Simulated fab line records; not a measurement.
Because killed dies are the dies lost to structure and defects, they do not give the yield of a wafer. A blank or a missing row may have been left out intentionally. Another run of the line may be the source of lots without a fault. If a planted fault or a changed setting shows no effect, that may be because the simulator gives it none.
Which tool did it?	flow sky130	30 wafers from 10 lots sampled at 5 of the route's 708 steps

WHAT THE GAUGES READ, wafer by wafer
SKY_METAL2_RS_MEAS_05: a four-point-probe measurement. Usual: METAL2_ALCU_RS 0.1268 ohm/sq, standard deviation 0.0017.
lot	measured	on	METAL2_ALCU_RS (ohm/sq)	flag
L568	day 35 02:14	film_metro-04	0.1218 0.1258 0.1241	
L572	day 36 14:11	film_metro-01	0.1284 0.1264 0.1268	
L574	day 37 01:14	film_metro-04	0.1242 0.1277 0.1265	
L575	day 37 07:56	film_metro-04	0.1270 0.1262 0.1275	
L576	day 38 05:44	film_metro-02	0.1251 0.1259 0.1264	
L581	day 39 06:35	film_metro-02	0.1093 0.1277 0.1090 0.1091 0.1276 0.1089	OFF
L582	day 39 10:20	film_metro-04	0.1274 0.1096 0.1093 0.1273 0.1095 0.1091	OFF
L583	day 39 21:32	film_metro-01	0.1255 0.1236 0.1238	
L588	day 41 14:49	film_metro-01	0.1254 0.1255 0.1248	
L587	day 41 15:29	film_metro-01	0.1273 0.1271 0.1272	

SKY_METAL2_THK_MEAS_06: measures by xrf. Usual: METAL2_ALCU_THK 253 nm, standard deviation 3.5.
lot	measured	on	METAL2_ALCU_THK (nm)	flag
L568	day 35 02:20	film_metro-04	261 255 259	
L572	day 36 14:19	film_metro-01	252 255 255	
L574	day 37 01:22	film_metro-04	255 252 254	
L575	day 37 08:04	film_metro-04	253 255 252	
L576	day 38 05:52	film_metro-02	252 253 253	
L581	day 39 15:08	film_metro-02	294 249 291 295 252 293	OFF
L582	day 39 12:59	film_metro-04	254 293 295 254 290 294	OFF
L583	day 39 21:39	film_metro-01	258 258 259	
L588	day 41 14:55	film_metro-01	257 258 257	
L587	day 41 15:36	film_metro-01	255 253 253	

TOOL THAT RAN EACH LOT (tool first, then ch and the chambers of the sampled wafers, then the start)
lot	SKY_VIA1_SPUTTER_20	SKY_METAL2_SPUTTER_02	SKY_METAL2_SPUTTER_03
L568	pvd_sputter-03, day 35 01:26	pvd_sputter-01, day 35 02:07	pvd_sputter-01, day 35 02:08
L572	pvd_sputter-01, day 36 13:25	pvd_sputter-04, day 36 14:06	pvd_sputter-04, day 36 14:08
L574	pvd_sputter-01, day 37 00:28	pvd_sputter-04, day 37 01:09	pvd_sputter-04, day 37 01:10
L575	pvd_sputter-03, day 37 07:10	pvd_sputter-04, day 37 07:51	pvd_sputter-04, day 37 07:52
L576	pvd_sputter-01, day 38 04:58	pvd_sputter-04, day 38 05:39	pvd_sputter-04, day 38 05:40
L581	pvd_sputter-03, day 39 05:49	pvd_sputter-04, day 39 06:29	pvd_sputter-04, day 39 06:31
L582	pvd_sputter-03, day 39 09:34	pvd_sputter-04, day 39 10:15	pvd_sputter-04, day 39 10:16
L583	pvd_sputter-03, day 39 20:46	pvd_sputter-01, day 39 21:26	pvd_sputter-01, day 39 21:28
L588	pvd_sputter-04, day 41 14:01	pvd_sputter-01, day 41 14:41	pvd_sputter-01, day 41 14:43
L587	pvd_sputter-03, day 41 14:43	pvd_sputter-02, day 41 15:23	pvd_sputter-02, day 41 15:25
- SKY_VIA1_SPUTTER_20: material TiN, target thk 20 nm, time 80 s.
- SKY_METAL2_SPUTTER_02: material AlCu, target thk 250 nm, time 13.3 s.
- SKY_METAL2_SPUTTER_03: material Ti, target thk 5 nm, time 3.3 s.

AS READ BY THE TOOLS THEMSELVES (means over the sampled wafers that have a number; for cases with no such wafer, the mark the record gives instead)
SKY_VIA1_SPUTTER_20. Usual: throttle_valve_pct 30.0 %, standard deviation 1.3.
lot	tool	throttle_valve_pct (%)	flag
L568	pvd_sputter-03	29.7	
L572	pvd_sputter-01	30.4	
L574	pvd_sputter-01	31.6	
L575	pvd_sputter-03	30.3	
L576	pvd_sputter-01	30.7	
L581	pvd_sputter-03	29.3	
L582	pvd_sputter-03	30.2	
L583	pvd_sputter-03	29.3	
L588	pvd_sputter-04	29.2	
L587	pvd_sputter-03	30.1	

SKY_METAL2_SPUTTER_02. Usual: throttle_valve_pct 29.6 %, standard deviation 1.2.
lot	tool	throttle_valve_pct (%)	flag
L568	pvd_sputter-01	29.9	
L572	pvd_sputter-04	29.8	
L574	pvd_sputter-04	29.1	
L575	pvd_sputter-04	30.9	
L576	pvd_sputter-04	30.0	
L581	pvd_sputter-04	30.6	
L582	pvd_sputter-04	29.8	
L583	pvd_sputter-01	29.4	
L588	pvd_sputter-01	30.7	
L587	pvd_sputter-02	28.8	

SKY_METAL2_SPUTTER_03. Usual: throttle_valve_pct 29.6 %, standard deviation 1.2.
lot	tool	throttle_valve_pct (%)	flag
L568	pvd_sputter-01	29.7	
L572	pvd_sputter-04	30.0	
L574	pvd_sputter-04	29.5	
L575	pvd_sputter-04	30.9	
L576	pvd_sputter-04	30.2	
L581	pvd_sputter-04	30.5	
L582	pvd_sputter-04	30.0	
L583	pvd_sputter-01	29.4	
L588	pvd_sputter-01	30.7	
L587	pvd_sputter-02	28.9	

THE ANSWER, worked out from the rows above alone
Rule: take the mean of a lot's wafers that have a number; if it is more than 3 standard deviations from the usual mean, the lot is off. A lot without any number at a reading at which 4 lots or more have one is off too. Any other lot the step has rows for is counted as sound. First the gauges in route order, then the tools' own readings, where a lot's mean is used as printed above. At the first step where some lot is off, the reading lying furthest off is the one used; lots without a number count as furthest.
Off: at SKY_METAL2_RS_MEAS_05 (METAL2_ALCU_RS), L581, L582.
A tool fits if, at a process step before that reading, it ran every lot that is off, and no sound lot after the first of them. Those tools and the gauges at SKY_METAL2_RS_MEAS_05 are tried in the same way. One fits: SKY_METAL2_SPUTTER_02 and SKY_METAL2_SPUTTER_03 on pvd_sputter-04. At SKY_METAL2_SPUTTER_02 its last sound lot is L576 (day 38 05:39), its first lot that is off L581 (day 39 06:29): a fault that began between those two fits.

WHAT THE SIMULATOR PUT IN
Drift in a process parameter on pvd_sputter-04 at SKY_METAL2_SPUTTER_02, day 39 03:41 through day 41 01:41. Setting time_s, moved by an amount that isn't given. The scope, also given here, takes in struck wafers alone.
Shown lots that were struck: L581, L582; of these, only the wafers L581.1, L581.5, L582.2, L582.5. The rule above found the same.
